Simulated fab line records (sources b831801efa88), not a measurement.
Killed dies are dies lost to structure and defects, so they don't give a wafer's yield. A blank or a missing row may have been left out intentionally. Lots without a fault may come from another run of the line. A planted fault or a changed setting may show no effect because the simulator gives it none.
What tool caused it? :: flow sky130 :: 24 lots, 72 wafers sampled, at 4 steps of a route of 708

## WHAT THE GAUGES READ, wafer by wafer
SKY_LDD_N_OVL_MEAS_07. Usual: for LDD_N_OVL the level is 0.3 nm and the standard deviation is 1.6.
lot: L074
measured: day 17 08:15
on: overlay-01
LDD_N_OVL (nm): 2.3 1.4 0.8
flag: 

lot: L075
measured: day 17 21:06
on: overlay-01
LDD_N_OVL (nm): -2.5 -0.6 -0.7
flag: 

lot: L076
measured: day 19 21:41
on: overlay-02
LDD_N_OVL (nm): 1.9 1.1 -0.8
flag: 

lot: L077
measured: day 19 21:44
on: overlay-01
LDD_N_OVL (nm): 1.8 0.4 1.7
flag: 

lot: L078
measured: day 19 22:02
on: overlay-01
LDD_N_OVL (nm): -1.2 0.7 -0.4
flag: 

lot: L080
measured: day 20 08:03
on: overlay-02
LDD_N_OVL (nm): 2.0 3.0 3.3
flag: 

lot: L079
measured: day 20 08:22
on: overlay-01
LDD_N_OVL (nm): 2.8 3.5 1.7
flag: 

lot: L082
measured: day 20 12:09
on: overlay-02
LDD_N_OVL (nm): -1.4 -1.4 -0.5
flag: 

lot: L081
measured: day 20 13:40
on: overlay-01
LDD_N_OVL (nm): 3.5 1.8 1.5
flag: 

lot: L084
measured: day 21 01:57
on: overlay-02
LDD_N_OVL (nm): -0.8 -0.4 -0.1
flag: 

lot: L083
measured: day 21 08:32
on: overlay-01
LDD_N_OVL (nm): -2.9 -2.0 -2.4
flag: 

lot: L085
measured: day 21 14:37
on: overlay-01
LDD_N_OVL (nm): -0.3 -0.5 0.7
flag: 

lot: L086
measured: day 21 21:18
on: overlay-01
LDD_N_OVL (nm): -0.8 -0.4 -0.7
flag: 

lot: L087
measured: day 22 07:36
on: overlay-01
LDD_N_OVL (nm): -0.2 0.6 1.2
flag: 

lot: L088
measured: day 22 11:21
on: overlay-01
LDD_N_OVL (nm): 0.4 -0.5 -0.4
flag: 

lot: L089
measured: day 22 22:06
on: overlay-01
LDD_N_OVL (nm): -1.1 -0.9 -0.3
flag: 

lot: L090
measured: day 23 11:30
on: overlay-02
LDD_N_OVL (nm): -1.6 -1.9 -1.7
flag: 

lot: L091
measured: day 23 17:09
on: overlay-02
LDD_N_OVL (nm): -0.9 -0.9 -0.3
flag: 

lot: L092
measured: day 24 04:30
on: overlay-01
LDD_N_OVL (nm): -2.2 -2.0 -1.8
flag: 

lot: L093
measured: day 24 15:14
on: overlay-01
LDD_N_OVL (nm): 0.7 1.1 0.9
flag: 

lot: L094
measured: day 24 19:20
on: overlay-01
LDD_N_OVL (nm): 0.6 -1.9 -0.8
flag: 

lot: L095
measured: day 25 00:24
on: overlay-02
LDD_N_OVL (nm): 3.2 2.9 2.5
flag: 

lot: L096
measured: day 25 14:22
on: overlay-01
LDD_N_OVL (nm): 2.2 1.3 2.3
flag: 

lot: L097
measured: day 25 18:33
on: overlay-01
LDD_N_OVL (nm): 0.9 0.9 1.0
flag: 

SKY_CONTACT_OVL_MEAS_15. Usual: for CONTACT_OVL the level is 0 nm and the standard deviation is 5.7.
lot: L074
measured: day 31 07:09
on: overlay-02
CONTACT_OVL (nm): -3 3 0
flag: 

lot: L075
measured: day 31 16:31
on: overlay-02
CONTACT_OVL (nm): 11 8 1
flag: 

lot: L076
measured: day 33 08:40
on: overlay-02
CONTACT_OVL (nm): -3 3 4
flag: 

lot: L077
measured: day 33 12:04
on: overlay-02
CONTACT_OVL (nm): -6 -8 -2
flag: 

lot: L078
measured: day 33 10:25
on: overlay-02
CONTACT_OVL (nm): -9 -6 -9
flag: 

lot: L080
measured: day 33 20:16
on: overlay-01
CONTACT_OVL (nm): -1 -9 -6
flag: 

lot: L079
measured: day 33 22:27
on: overlay-01
CONTACT_OVL (nm): 0 0 -11
flag: 

lot: L082
measured: day 34 04:55
on: overlay-01
CONTACT_OVL (nm): 6 0 5
flag: 

lot: L081
measured: day 34 06:45
on: overlay-01
CONTACT_OVL (nm): 2 -2 9
flag: 

lot: L084
measured: day 34 13:22
on: overlay-01
CONTACT_OVL (nm): -1 -3 -4
flag: 

lot: L083
measured: day 34 19:31
on: overlay-01
CONTACT_OVL (nm): 8 4 7
flag: 

lot: L085
measured: day 34 23:02
on: overlay-01
CONTACT_OVL (nm): 4 0 3
flag: 

lot: L086
measured: day 35 03:25
on: overlay-01
CONTACT_OVL (nm): -7 -9 -11
flag: 

lot: L087
measured: day 35 15:16
on: overlay-01
CONTACT_OVL (nm): -1 5 1
flag: 

lot: L088
measured: day 35 16:07
on: overlay-01
CONTACT_OVL (nm): 9 0 0
flag: 

lot: L089
measured: day 36 02:39
on: overlay-02
CONTACT_OVL (nm): 0 2 -4
flag: 

lot: L090
measured: day 36 12:43
on: overlay-02
CONTACT_OVL (nm): 4 14 3
flag: 

lot: L091
measured: day 36 17:00
on: overlay-01
CONTACT_OVL (nm): 6 -2 8
flag: 

lot: L092
measured: day 37 05:58
on: overlay-02
CONTACT_OVL (nm): -1 0 -3
flag: 

lot: L093
measured: day 37 13:28
on: overlay-02
CONTACT_OVL (nm): -4 -2 2
flag: 

lot: L094
measured: day 37 16:50
on: overlay-01
CONTACT_OVL (nm): -7 -7 -11
flag: 

lot: L095
measured: day 37 21:34
on: overlay-02
CONTACT_OVL (nm): 1 2 0
flag: 

lot: L096
measured: day 38 12:05
on: overlay-02
CONTACT_OVL (nm): -5 -7 4
flag: 

lot: L097
measured: day 38 12:40
on: overlay-02
CONTACT_OVL (nm): -6 -2 -4
flag: 

## TOOL THAT RAN EACH LOT (tool first, then ch and the chambers of the sampled wafers, then the start)
lot: L074
SKY_LOCAL_INTERCONNECT_SPUTTER_00: pvd-sputter-02, day 28 21:47
SKY_CONTACT_CMP_04: cmp-01 ch 0,1,2, day 30 03:01

lot: L075
SKY_LOCAL_INTERCONNECT_SPUTTER_00: pvd-sputter-02, day 29 06:40
SKY_CONTACT_CMP_04: cmp-02 ch 2,3, day 30 11:52

lot: L076
SKY_LOCAL_INTERCONNECT_SPUTTER_00: pvd-sputter-02, day 31 00:02
SKY_CONTACT_CMP_04: cmp-02 ch 0,3, day 32 05:24

lot: L077
SKY_LOCAL_INTERCONNECT_SPUTTER_00: pvd-sputter-02, day 31 05:01
SKY_CONTACT_CMP_04: cmp-02 ch 0,1,2, day 32 09:08

lot: L078
SKY_LOCAL_INTERCONNECT_SPUTTER_00: pvd-sputter-01, day 31 04:31
SKY_CONTACT_CMP_04: cmp-01 ch 0,2,3, day 32 07:32

lot: L080
SKY_LOCAL_INTERCONNECT_SPUTTER_00: pvd-sputter-02, day 31 12:56
SKY_CONTACT_CMP_04: cmp-01 ch 1,2, day 32 17:07

lot: L079
SKY_LOCAL_INTERCONNECT_SPUTTER_00: pvd-sputter-01, day 31 14:11
SKY_CONTACT_CMP_04: cmp-01 ch 0,2, day 32 18:15

lot: L082
SKY_LOCAL_INTERCONNECT_SPUTTER_00: pvd-sputter-03, day 31 22:22
SKY_CONTACT_CMP_04: cmp-02 ch 0,1,2, day 33 02:04

lot: L081
SKY_LOCAL_INTERCONNECT_SPUTTER_00: pvd-sputter-01, day 31 22:37
SKY_CONTACT_CMP_04: cmp-02 ch 1,2, day 33 02:51

lot: L084
SKY_LOCAL_INTERCONNECT_SPUTTER_00: pvd-sputter-03, day 32 06:22
SKY_CONTACT_CMP_04: cmp-01 ch 0,2,3, day 33 10:21

lot: L083
SKY_LOCAL_INTERCONNECT_SPUTTER_00: pvd-sputter-01, day 32 12:07
SKY_CONTACT_CMP_04: cmp-01 ch 0,2,3, day 33 15:41

lot: L085
SKY_LOCAL_INTERCONNECT_SPUTTER_00: pvd-sputter-03, day 32 15:59
SKY_CONTACT_CMP_04: cmp-02 ch 0,1, day 33 19:32

lot: L086
SKY_LOCAL_INTERCONNECT_SPUTTER_00: pvd-sputter-02, day 32 20:29
SKY_CONTACT_CMP_04: cmp-02 ch 0,2,3, day 34 00:53

lot: L087
SKY_LOCAL_INTERCONNECT_SPUTTER_00: pvd-sputter-03, day 33 08:28
SKY_CONTACT_CMP_04: cmp-01 ch 0,1,2, day 34 13:21

lot: L088
SKY_LOCAL_INTERCONNECT_SPUTTER_00: pvd-sputter-02, day 33 09:01
SKY_CONTACT_CMP_04: cmp-01 ch 0,1,2, day 34 14:03

lot: L089
SKY_LOCAL_INTERCONNECT_SPUTTER_00: pvd-sputter-01, day 33 20:07
SKY_CONTACT_CMP_04: cmp-02 ch 0,1,2, day 35 00:34

lot: L090
SKY_LOCAL_INTERCONNECT_SPUTTER_00: pvd-sputter-03, day 34 06:28
SKY_CONTACT_CMP_04: cmp-02 ch 0,1,3, day 35 10:23

lot: L091
SKY_LOCAL_INTERCONNECT_SPUTTER_00: pvd-sputter-03, day 34 10:31
SKY_CONTACT_CMP_04: cmp-01 ch 1,3, day 35 14:57

lot: L092
SKY_LOCAL_INTERCONNECT_SPUTTER_00: pvd-sputter-02, day 35 00:22
SKY_CONTACT_CMP_04: cmp-02 ch 0,1,2, day 36 03:33

lot: L093
SKY_LOCAL_INTERCONNECT_SPUTTER_00: pvd-sputter-02, day 35 08:28
SKY_CONTACT_CMP_04: cmp-01 ch 1,2,3, day 36 11:26

lot: L094
SKY_LOCAL_INTERCONNECT_SPUTTER_00: pvd-sputter-03, day 35 10:41
SKY_CONTACT_CMP_04: cmp-02 ch 0,1,2, day 36 13:47

lot: L095
SKY_LOCAL_INTERCONNECT_SPUTTER_00: pvd-sputter-01, day 35 15:47
SKY_CONTACT_CMP_04: cmp-01 ch 0,3, day 36 18:34

lot: L096
SKY_LOCAL_INTERCONNECT_SPUTTER_00: pvd-sputter-03, day 36 05:50
SKY_CONTACT_CMP_04: cmp-02 ch 0,2,3, day 37 09:04

lot: L097
SKY_LOCAL_INTERCONNECT_SPUTTER_00: pvd-sputter-02, day 36 06:28
SKY_CONTACT_CMP_04: cmp-01 ch 1,2,3, day 37 09:46
- SKY_LOCAL_INTERCONNECT_SPUTTER_00: material TiN, target thk 100 nm, time 83.3 s.
- SKY_CONTACT_CMP_04: polishes SiO2.

## WHAT THE TOOLS THEMSELVES READ (means of the sampled wafers that have a number; where no wafer has one, the mark that the record gives instead)
SKY_LOCAL_INTERCONNECT_SPUTTER_00. Usual: 29.7 % for throttle-valve-pct, sd 1.7.
lot: L074
tool: pvd-sputter-02
throttle-valve-pct (%): 27.8
flag: 

lot: L075
tool: pvd-sputter-02
throttle-valve-pct (%): 29.2
flag: 

lot: L076
tool: pvd-sputter-02
throttle-valve-pct (%): 28.4
flag: 

lot: L077
tool: pvd-sputter-02
throttle-valve-pct (%): 29.2
flag: 

lot: L078
tool: pvd-sputter-01
throttle-valve-pct (%): 30.6
flag: 

lot: L080
tool: pvd-sputter-02
throttle-valve-pct (%): 28.3
flag: 

lot: L079
tool: pvd-sputter-01
throttle-valve-pct (%): 30.1
flag: 

lot: L082
tool: pvd-sputter-03
throttle-valve-pct (%): 29.9
flag: 

lot: L081
tool: pvd-sputter-01
throttle-valve-pct (%): 31.3
flag: 

lot: L084
tool: pvd-sputter-03
throttle-valve-pct (%): 29.9
flag: 

lot: L083
tool: pvd-sputter-01
throttle-valve-pct (%): 30.5
flag: 

lot: L085
tool: pvd-sputter-03
throttle-valve-pct (%): 30.3
flag: 

lot: L086
tool: pvd-sputter-02
throttle-valve-pct (%): 28.3
flag: 

lot: L087
tool: pvd-sputter-03
throttle-valve-pct (%): 30.1
flag: 

lot: L088
tool: pvd-sputter-02
throttle-valve-pct (%): 30.2
flag: 

lot: L089
tool: pvd-sputter-01
throttle-valve-pct (%): 31.3
flag: 

lot: L090
tool: pvd-sputter-03
throttle-valve-pct (%): 30.1
flag: 

lot: L091
tool: pvd-sputter-03
throttle-valve-pct (%): 30.2
flag: 

lot: L092
tool: pvd-sputter-02
throttle-valve-pct (%): 29.6
flag: 

lot: L093
tool: pvd-sputter-02
throttle-valve-pct (%): 30.4
flag: 

lot: L094
tool: pvd-sputter-03
throttle-valve-pct (%): 30.1
flag: 

lot: L095
tool: pvd-sputter-01
throttle-valve-pct (%): 30.8
flag: 

lot: L096
tool: pvd-sputter-03
throttle-valve-pct (%): 30.3
flag: 

lot: L097
tool: pvd-sputter-02
throttle-valve-pct (%): 28.2
flag: 

SKY_CONTACT_CMP_04. Usual: edge-zone-pressure-frac 1.000, standard deviation 0.0051; motor-current-A 11.7 A, standard deviation 1.6; time-to-endpoint-s 83 s, standard deviation 5.4.
lot: L074
tool: cmp-01
edge-zone-pressure-frac: 1.003
motor-current-A (A): 11.5
time-to-endpoint-s (s): 80
flag: 

lot: L075
tool: cmp-02
edge-zone-pressure-frac: 1.002
motor-current-A (A): 12.6
time-to-endpoint-s (s): 85
flag: 

lot: L076
tool: cmp-02
edge-zone-pressure-frac: 1.002
motor-current-A (A): 10.3
time-to-endpoint-s (s): 85
flag: 

lot: L077
tool: cmp-02
edge-zone-pressure-frac: 1.002
motor-current-A (A): 12.9
time-to-endpoint-s (s): 85
flag: 

lot: L078
tool: cmp-01
edge-zone-pressure-frac: 1.002
motor-current-A (A): 11.5
time-to-endpoint-s (s): 82
flag: 

lot: L080
tool: cmp-01
edge-zone-pressure-frac: 0.998
motor-current-A (A): 12.6
time-to-endpoint-s (s): 83
flag: 

lot: L079
tool: cmp-01
edge-zone-pressure-frac: 0.997
motor-current-A (A): 11.2
time-to-endpoint-s (s): 85
flag: 

lot: L082
tool: cmp-02
edge-zone-pressure-frac: 1.001
motor-current-A (A): 12.9
time-to-endpoint-s (s): 88
flag: 

lot: L081
tool: cmp-02
edge-zone-pressure-frac: 1.005
motor-current-A (A): 13.7
time-to-endpoint-s (s): 90
flag: 

lot: L084
tool: cmp-01
edge-zone-pressure-frac: 1.003
motor-current-A (A): 11.5
time-to-endpoint-s (s): 88
flag: 

lot: L083
tool: cmp-01
edge-zone-pressure-frac: 1.001
motor-current-A (A): 11.7
time-to-endpoint-s (s): 86
flag: 

lot: L085
tool: cmp-02
edge-zone-pressure-frac: 0.995
motor-current-A (A): 12.0
time-to-endpoint-s (s): 85
flag: 

lot: L086
tool: cmp-02
edge-zone-pressure-frac: 0.997
motor-current-A (A): 11.5
time-to-endpoint-s (s): 83
flag: 

lot: L087
tool: cmp-01
edge-zone-pressure-frac: 1.001
motor-current-A (A): 11.5
time-to-endpoint-s (s): 81
flag: 

lot: L088
tool: cmp-01
edge-zone-pressure-frac: 1.001
motor-current-A (A): 11.7
time-to-endpoint-s (s): 80
flag: 

lot: L089
tool: cmp-02
edge-zone-pressure-frac: 0.998
motor-current-A (A): 12.5
time-to-endpoint-s (s): 86
flag: 

lot: L090
tool: cmp-02
edge-zone-pressure-frac: 0.996
motor-current-A (A): 11.5
time-to-endpoint-s (s): 83
flag: 

lot: L091
tool: cmp-01
edge-zone-pressure-frac: 0.998
motor-current-A (A): 11.2
time-to-endpoint-s (s): 79
flag: 

lot: L092
tool: cmp-02
edge-zone-pressure-frac: 1.002
motor-current-A (A): 12.5
time-to-endpoint-s (s): 84
flag: 

lot: L093
tool: cmp-01
edge-zone-pressure-frac: 0.999
motor-current-A (A): 11.7
time-to-endpoint-s (s): 84
flag: 

lot: L094
tool: cmp-02
edge-zone-pressure-frac: 1.004
motor-current-A (A): 12.5
time-to-endpoint-s (s): 84
flag: 

lot: L095
tool: cmp-01
edge-zone-pressure-frac: 1.001
motor-current-A (A): 10.5
time-to-endpoint-s (s): 83
flag: 

lot: L096
tool: cmp-02
edge-zone-pressure-frac: 1.002
motor-current-A (A): 11.3
time-to-endpoint-s (s): 89
flag: 

lot: L097
tool: cmp-01
edge-zone-pressure-frac: 1.000
motor-current-A (A): 11.4
time-to-endpoint-s (s): 79
flag: 

## THE ANSWER, worked out from the rows above alone
Rule: take the mean of a lot's wafers that have a number; if it is more than 3 standard deviations from the usual mean, the lot is off. A lot without any number at a reading at which 4 lots or more have one is off too. Any other lot the step has rows for is counted as sound. First the gauges in route order, then the tools' own readings, where a lot's mean is used as printed above. At the first step where some lot is off, the reading lying furthest off is the one used; lots without a number count as furthest.
Across all readings shown, no lot is off: no conclusion can be drawn from this.

## WHAT THE SIMULATOR PUT IN
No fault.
